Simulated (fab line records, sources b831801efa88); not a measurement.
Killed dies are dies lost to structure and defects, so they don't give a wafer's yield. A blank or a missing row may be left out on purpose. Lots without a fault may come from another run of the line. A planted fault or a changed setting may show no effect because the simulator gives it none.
One fault seen from 2 desks | flow gf180mcu | each desk has only its own numbers; what lay behind them comes last

THE TOOL OWNER'S DESK: furnace-02
The tool's own readings at GF_DUAL_GATE_OXIDATION_02 (stabilise 600 s, purge 300 s, target thk 10.887 nm): means of the sampled wafers that have a number, for each lot that ran on this tool. A lot is out of limits, marked OUT, if its mean lies more than 4 standard deviations from the usual mean; the brackets give that distance.
Columns: A = spike_tc_lower_C at GF_DUAL_GATE_OXIDATION_02, usual 900.2 C; B = spike_tc_upper_C at GF_DUAL_GATE_OXIDATION_02, usual 900.5 C; C = tube_center_temp_C at GF_DUAL_GATE_OXIDATION_02, usual 899.99 C; D = tube_center_temp_C_max at GF_DUAL_GATE_OXIDATION_02, usual 902.3; E = zone_power_centre_pct at GF_DUAL_GATE_OXIDATION_02, usual 19.2 %
lot  | first seen here | A     | B     | C                | D                | E
L147 | day 7 16:20     | 900.7 | 901.1 | 900.05           | 902.6            | 17.7
L154 | day 9 14:08     | 902.0 | 903.2 | 902.68 (+31) OUT | 904.8 (+6.2) OUT | 17.9
L156 | day 10 02:20    | 903.7 | 902.7 | 902.63 (+31) OUT | 905.2 (+7.3) OUT | 17.6
L167 | day 13 07:53    | 900.5 | 900.7 | 900.11           | 902.4            | 17.7
L168 | day 13 09:20    | 900.6 | 901.0 | 900.12           | 902.3            | 17.8
This desk's finding: out of limits on L154, L156; first on L154, day 9 14:08 (tube_center_temp_C at GF_DUAL_GATE_OXIDATION_02). In limits: L147, L167, L168.

THE METROLOGY DESK
What the gauges read, lot by lot, whatever tool the lot ran on: means of the sampled wafers that have a number. A lot is out of limits, marked OUT, if its mean lies more than 4 standard deviations from the usual mean; the brackets give that distance.
Columns: A = DNWELL_TW at GF_DNWELL_TW_MEAS_09, usual 1345; B = cd_nm at GF_POLY_GATE_CD_MEAS_10, usual 280.0 nm
lot  | first seen here | A    | B
L147 | day 2 21:01     | 1329 | 279.7
L149 | day 3 04:34     | 1335 | 283.6
L154 | day 4 07:59     | 1362 | 279.6
L155 | day 4 13:56     | 1353 | 279.4
L156 | day 4 18:35     | 1352 | 279.6
L161 | day 5 22:02     | 1363 | 281.9
L162 | day 6 03:07     | 1333 | 280.4
L163 | day 6 07:56     | 1350 | 279.8
L165 | day 6 18:50     | 1338 | 282.1
L166 | day 7 00:02     | 1350 | 280.1
L167 | day 7 04:40     | 1372 | 281.2
L168 | day 7 09:19     | 1337 | 281.2
L169 | day 7 14:16     | 1331 | 279.2
L170 | day 7 20:50     | 1332 | 279.3
This desk's finding: nothing out of limits on any of the 14 lots.

PUT TOGETHER
The tool owner's desk could have raised an alarm at day 9 14:08, on L154, L156.
The metrology desk saw nothing out of limits.
The metrology desk has L154, L156 on record, within its limits.
Of the lots named, all ran GF_DUAL_GATE_OXIDATION_02 on furnace-02.

WHAT THE SIMULATOR HAD PUT IN
Process parameter drift: furnace-02, from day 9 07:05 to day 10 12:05, at GF_DUAL_GATE_OXIDATION_02. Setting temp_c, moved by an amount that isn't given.
Lots struck among those shown: L154, L156.
Hours from the fault's start to each desk's first reading out of limits: the tool owner's desk, 7.
